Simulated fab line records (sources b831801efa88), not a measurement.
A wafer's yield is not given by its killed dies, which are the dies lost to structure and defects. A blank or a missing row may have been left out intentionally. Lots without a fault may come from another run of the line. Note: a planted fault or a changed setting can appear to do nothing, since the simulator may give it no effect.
Which tool did it? || flow sky130 || Sampling: 11 lots, 31 wafers, 5 of 708 route steps

== WHAT THE GAUGES SHOWED, per wafer ==
SKY_LDD_HVN_TW_MEAS_10. Usual: LDD_HVN_TW gives 1440 (standard deviation 14).
{"lot": "L857", "measured": "day 20 06:50", "on": "film_metro-03", "LDD_HVN_TW": "1452 1451 1453", "flag": ""}
{"lot": "L858", "measured": "day 20 18:46", "on": "film_metro-01", "LDD_HVN_TW": "1462 1460 1461", "flag": ""}
{"lot": "L859", "measured": "day 20 18:59", "on": "film_metro-03", "LDD_HVN_TW": "1452 1453 1456", "flag": ""}
{"lot": "L860", "measured": "day 21 11:25", "on": "film_metro-01", "LDD_HVN_TW": "1465 1451 1454", "flag": ""}
{"lot": "L861", "measured": "day 21 17:20", "on": "film_metro-04", "LDD_HVN_TW": "1428 1421 1429", "flag": ""}
{"lot": "L862", "measured": "day 22 14:53", "on": "film_metro-03", "LDD_HVN_TW": "1441 1445 1439", "flag": ""}
{"lot": "L863", "measured": "day 22 17:23", "on": "film_metro-04", "LDD_HVN_TW": "1416 1417 1415", "flag": ""}
{"lot": "L866", "measured": "day 23 18:49", "on": "film_metro-04", "LDD_HVN_TW": "1426 1421", "flag": ""}
{"lot": "L871", "measured": "day 25 11:44", "on": "film_metro-04", "LDD_HVN_TW": "1422 1433", "flag": ""}
{"lot": "L875", "measured": "day 26 19:17", "on": "film_metro-04", "LDD_HVN_TW": "1429 1429 1425", "flag": ""}
{"lot": "L880", "measured": "day 28 10:28", "on": "film_metro-04", "LDD_HVN_TW": "1430 1439 1424", "flag": ""}

SKY_LI_CONTACT_BOW_MEAS_03. Usual: LI_CONTACT_BOW gives 56 um (standard deviation 6.6).
{"lot": "L857", "measured": "day 27 20:56", "on": "film_metro-01", "LI_CONTACT_BOW (um)": "67 73 58", "flag": ""}
{"lot": "L858", "measured": "day 28 12:32", "on": "film_metro-04", "LI_CONTACT_BOW (um)": "55 54 50", "flag": ""}
{"lot": "L859", "measured": "day 28 12:14", "on": "film_metro-04", "LI_CONTACT_BOW (um)": "65 65 65", "flag": ""}
{"lot": "L860", "measured": "day 29 00:10", "on": "film_metro-03", "LI_CONTACT_BOW (um)": "50 54 56", "flag": ""}
{"lot": "L861", "measured": "day 29 03:57", "on": "film_metro-01", "LI_CONTACT_BOW (um)": "45 56 59", "flag": ""}
{"lot": "L862", "measured": "day 30 02:08", "on": "film_metro-03", "LI_CONTACT_BOW (um)": "51 61 49", "flag": ""}
{"lot": "L863", "measured": "day 30 05:54", "on": "film_metro-01", "LI_CONTACT_BOW (um)": "54 64 48", "flag": ""}
{"lot": "L866", "measured": "day 31 04:40", "on": "film_metro-04", "LI_CONTACT_BOW (um)": "55 53", "flag": ""}
{"lot": "L871", "measured": "day 32 17:13", "on": "film_metro-01", "LI_CONTACT_BOW (um)": "55 61", "flag": ""}
{"lot": "L875", "measured": "day 33 22:34", "on": "film_metro-03", "LI_CONTACT_BOW (um)": "45 53 47", "flag": ""}
{"lot": "L880", "measured": "day 35 09:00", "on": "film_metro-01", "LI_CONTACT_BOW (um)": "51 54 65", "flag": ""}

SKY_VIA3_THK_MEAS_01. Usual: VIA3_HDPCVD_THK gives 1632 nm (standard deviation 17).
{"lot": "L857", "measured": "day 38 12:13", "on": "film_metro-01", "VIA3_HDPCVD_THK (nm)": "1651 1622 1654", "flag": ""}
{"lot": "L858", "measured": "day 39 03:25", "on": "film_metro-01", "VIA3_HDPCVD_THK (nm)": "1626 1641 1628", "flag": ""}
{"lot": "L859", "measured": "day 39 01:14", "on": "film_metro-03", "VIA3_HDPCVD_THK (nm)": "1621 1622 1652", "flag": ""}
{"lot": "L860", "measured": "day 39 13:38", "on": "film_metro-04", "VIA3_HDPCVD_THK (nm)": "1656 1643 1642", "flag": ""}
{"lot": "L861", "measured": "day 39 18:10", "on": "film_metro-04", "VIA3_HDPCVD_THK (nm)": "1628 1662 1666", "flag": ""}
{"lot": "L862", "measured": "day 40 10:28", "on": "film_metro-03", "VIA3_HDPCVD_THK (nm)": "1604 1607 1612", "flag": ""}
{"lot": "L863", "measured": "day 40 15:02", "on": "film_metro-03", "VIA3_HDPCVD_THK (nm)": "1624 1634 1633", "flag": ""}
{"lot": "L866", "measured": "day 41 11:37", "on": "film_metro-03", "VIA3_HDPCVD_THK (nm)": "2140 1638 2140 1639", "flag": "OFF"}
{"lot": "L871", "measured": "day 42 19:20", "on": "film_metro-01", "VIA3_HDPCVD_THK (nm)": "2109 1643 2109 1642", "flag": "OFF"}
{"lot": "L875", "measured": "day 43 21:04", "on": "film_metro-03", "VIA3_HDPCVD_THK (nm)": "1637 1606 1650", "flag": ""}
{"lot": "L880", "measured": "day 45 01:40", "on": "film_metro-03", "VIA3_HDPCVD_THK (nm)": "1633 1652 1634", "flag": ""}

== EACH LOT AND THE TOOL THAT RAN IT (in order: tool; ch and the chambers of the sampled wafers; start) ==
{"lot": "L857", "SKY_LDD_HVN_STRIP_09": "plasma_asher-01 ch 0,1, day 20 06:44", "SKY_VIA3_HDPCVD_00": "hdpcvd-02 ch 0,1, day 38 12:01"}
{"lot": "L858", "SKY_LDD_HVN_STRIP_09": "plasma_asher-02 ch 0,1, day 20 18:40", "SKY_VIA3_HDPCVD_00": "hdpcvd-01 ch 0,1,2, day 39 03:15"}
{"lot": "L859", "SKY_LDD_HVN_STRIP_09": "plasma_asher-01 ch 0,1, day 20 18:53", "SKY_VIA3_HDPCVD_00": "hdpcvd-01 ch 1,2, day 39 01:04"}
{"lot": "L860", "SKY_LDD_HVN_STRIP_09": "plasma_asher-04 ch 0, day 21 11:19", "SKY_VIA3_HDPCVD_00": "hdpcvd-02 ch 0,1, day 39 13:28"}
{"lot": "L861", "SKY_LDD_HVN_STRIP_09": "plasma_asher-01 ch 0,1, day 21 17:14", "SKY_VIA3_HDPCVD_00": "hdpcvd-02 ch 0,1, day 39 17:59"}
{"lot": "L862", "SKY_LDD_HVN_STRIP_09": "plasma_asher-01 ch 0,1, day 22 14:47", "SKY_VIA3_HDPCVD_00": "hdpcvd-01 ch 1,2, day 40 10:17"}
{"lot": "L863", "SKY_LDD_HVN_STRIP_09": "plasma_asher-02 ch 0,1, day 22 17:17", "SKY_VIA3_HDPCVD_00": "hdpcvd-02 ch 0,1, day 40 14:52"}
{"lot": "L866", "SKY_LDD_HVN_STRIP_09": "plasma_asher-01 ch 0,1, day 23 18:43", "SKY_VIA3_HDPCVD_00": "hdpcvd-02 ch 0, day 41 11:26"}
{"lot": "L871", "SKY_LDD_HVN_STRIP_09": "plasma_asher-04 ch 0,1, day 25 11:40", "SKY_VIA3_HDPCVD_00": "hdpcvd-02 ch 1,2, day 42 19:13"}
{"lot": "L875", "SKY_LDD_HVN_STRIP_09": "plasma_asher-02 ch 0,1, day 26 19:11", "SKY_VIA3_HDPCVD_00": "hdpcvd-01 ch 0,1, day 43 20:49"}
{"lot": "L880", "SKY_LDD_HVN_STRIP_09": "plasma_asher-02 ch 0,1, day 28 10:22", "SKY_VIA3_HDPCVD_00": "hdpcvd-01 ch 0,1, day 45 01:25"}
- SKY_LDD_HVN_STRIP_09: strips in O2/N2.
- SKY_VIA3_HDPCVD_00: deposits SiO2, target thk 1635 nm, time 272.5 s.

== WHAT THE TOOLS THEMSELVES READ (means of the sampled wafers that have a number; where no wafer has one, the mark that the record gives instead) ==
SKY_LDD_HVN_STRIP_09. Usual: drypump_motor_current_A 5.6 A, standard deviation 0.53; n2_flow_sccm 300.0 sccm, standard deviation 0.99; oes_product_au 0.409 a.u., standard deviation 0.0049; strip_time_to_endpoint_s 4.138 s, standard deviation 0.014.
{"lot": "L857", "tool": "plasma_asher-01", "drypump_motor_current_A (A)": 6.4, "n2_flow_sccm (sccm)": 299.7, "oes_product_au (a.u.)": 0.408, "strip_time_to_endpoint_s (s)": 4.144, "flag": ""}
{"lot": "L858", "tool": "plasma_asher-02", "drypump_motor_current_A (A)": 5.4, "n2_flow_sccm (sccm)": 299.7, "oes_product_au (a.u.)": 0.411, "strip_time_to_endpoint_s (s)": 4.139, "flag": ""}
{"lot": "L859", "tool": "plasma_asher-01", "drypump_motor_current_A (A)": 6.4, "n2_flow_sccm (sccm)": 299.6, "oes_product_au (a.u.)": 0.411, "strip_time_to_endpoint_s (s)": 4.137, "flag": ""}
{"lot": "L860", "tool": "plasma_asher-04", "drypump_motor_current_A (A)": 5.0, "n2_flow_sccm (sccm)": 300.5, "oes_product_au (a.u.)": 0.409, "strip_time_to_endpoint_s (s)": 4.158, "flag": ""}
{"lot": "L861", "tool": "plasma_asher-01", "drypump_motor_current_A (A)": 6.2, "n2_flow_sccm (sccm)": 300.6, "oes_product_au (a.u.)": 0.411, "strip_time_to_endpoint_s (s)": 4.134, "flag": ""}
{"lot": "L862", "tool": "plasma_asher-01", "drypump_motor_current_A (A)": 6.4, "n2_flow_sccm (sccm)": 300.6, "oes_product_au (a.u.)": 0.403, "strip_time_to_endpoint_s (s)": 4.136, "flag": ""}
{"lot": "L863", "tool": "plasma_asher-02", "drypump_motor_current_A (A)": 5.5, "n2_flow_sccm (sccm)": 301.1, "oes_product_au (a.u.)": 0.409, "strip_time_to_endpoint_s (s)": 4.132, "flag": ""}
{"lot": "L866", "tool": "plasma_asher-01", "drypump_motor_current_A (A)": 6.3, "n2_flow_sccm (sccm)": 300.8, "oes_product_au (a.u.)": 0.409, "strip_time_to_endpoint_s (s)": 4.131, "flag": ""}
{"lot": "L871", "tool": "plasma_asher-04", "drypump_motor_current_A (A)": 5.2, "n2_flow_sccm (sccm)": 300.6, "oes_product_au (a.u.)": 0.410, "strip_time_to_endpoint_s (s)": 4.123, "flag": ""}
{"lot": "L875", "tool": "plasma_asher-02", "drypump_motor_current_A (A)": 5.5, "n2_flow_sccm (sccm)": 299.6, "oes_product_au (a.u.)": 0.407, "strip_time_to_endpoint_s (s)": 4.129, "flag": ""}
{"lot": "L880", "tool": "plasma_asher-02", "drypump_motor_current_A (A)": 5.5, "n2_flow_sccm (sccm)": 300.9, "oes_product_au (a.u.)": 0.407, "strip_time_to_endpoint_s (s)": 4.142, "flag": ""}

== THE ANSWER, worked out from the rows above alone ==
Rule: a lot counts as off when the mean over its wafers that have a number is more than 3 standard deviations away from the usual mean. Also off: a lot with no number at a reading for which 4 or more lots have one. Where the step has rows for the other lots, those lots are counted as sound. Order of review: gauges by route order, followed by the tools' own readings, for which a lot's mean as printed above is used. The first step at which some lot is off is used, and at that step the reading that is off furthest; a lot without a number counts as furthest.
Off: L866, L871, seen at SKY_VIA3_THK_MEAS_01 (VIA3_HDPCVD_THK).
A tool fits if, at a process step before that reading, it ran every lot that is off, and no sound lot after the first of them. Those tools and the gauges at SKY_VIA3_THK_MEAS_01 are tried in the same way. One fits: SKY_VIA3_HDPCVD_00 on hdpcvd-02. Its last sound lot is L863 (day 40 14:52), its first lot that is off L866 (day 41 11:26): a fault that began between those two fits.

== WHAT THE SIMULATOR PUT IN ==
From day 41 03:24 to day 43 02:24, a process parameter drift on hdpcvd-02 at SKY_VIA3_HDPCVD_00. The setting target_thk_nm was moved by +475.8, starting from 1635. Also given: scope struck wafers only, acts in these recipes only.
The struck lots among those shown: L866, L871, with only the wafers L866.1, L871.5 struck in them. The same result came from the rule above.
